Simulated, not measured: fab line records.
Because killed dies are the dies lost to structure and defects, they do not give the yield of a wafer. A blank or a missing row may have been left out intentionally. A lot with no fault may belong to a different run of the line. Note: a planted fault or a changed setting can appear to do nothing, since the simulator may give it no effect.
Problem report in the 8D (eight disciplines) form, filled by code :: flow gf180mcu :: the parts of the form that need people (team, actions taken, sign-off) are left out

1. THE PROBLEM
At GF_STI_ETCH_14, runLengthS averages 138.0 s over 3 wafers from 3 lots, while fault-free wafers read 131.1 s, standard deviation 0.5. That is +14 standard deviations from the usual mean.
The step: etches Si in HBr/Cl2/O2, target depth 360 nm, time 102.9 s.
Seen first at day 3 17:25 on rieSi-02, wafer L862.5. At this step, 20 wafers from 7 lots have a number in the record. Rule for "out" (also "out of limits"): further than 4 standard deviations from the usual mean. The other wafers with a number count as sound.

2. WHAT THIS IS AND IS NOT
question: which readings at this step
is: runLengthS
is not: drypumpMotorCurrentA, oesProductAu, throttleValvePct

question: which lots
is: L862, L863, L867
is not: L855, L857, L865, L875

question: which wafers of those lots
is: L862.5, L863.3, L867.5
is not: L862.1, L862.6, L863.1, L863.2, L867.2

question: read on which tools
is: rieSi-02
is not: rieSi-01

question: when
is: from day 3 17:25
is not: up to then (8 sound wafers); but 9 sound wafers of L863, L865, L867, L875 came after

3. WHAT RULES OUT EACH SUSPECT
Counting: if a tool at a process step up to the reading ran every lot that is out, it stays a suspect. Sound lots after the first of them don't rule it out here, since some wafers of a struck lot are sound.
- rieSi-02 at GF_STI_ETCH_14 (etches Si in HBr/Cl2/O2, target depth 360 nm, time 102.9 s): kept. Ran every lot that is out, first one L862 (day 3 17:25); last sound lot up to then L855 (day 2 01:49). Out on those wafers are its own readings of runLengthS.
Remaining after the count: rieSi-02 at GF_STI_ETCH_14.

4. THE CAUSE (what the simulator had put in)
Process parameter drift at GF_STI_ETCH_14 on rieSi-02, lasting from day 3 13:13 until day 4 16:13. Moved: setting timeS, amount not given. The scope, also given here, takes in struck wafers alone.
After counting, this tool was the only one left.

5. THE CHAIN OF EFFECTS, in route order
Each row: a reading where the mean over the struck wafers with a number is more than 3 standard deviations away from the usual. Scope: only readings with a usual standard deviation given in the record; hours: median across lots of the time from each lot's start at the first step in this table that gives one to its start at this step; sigmas: change in usual standard deviations.
hours: 0
step: GF_STI_ETCH_14
reading: runLengthS
usual: 131.1 s
on struck wafers: 138.0
change: +6.9
sigmas: +14
It contains these process steps:
- GF_STI_ETCH_14: etches Si in HBr/Cl2/O2, target depth 360 nm, time 102.9 s.

6. WHAT WOULD HAVE CAUGHT IT SOONER
In this record no reading fell out of limits until day 3 17:25, 4 hours after the fault had begun at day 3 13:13.
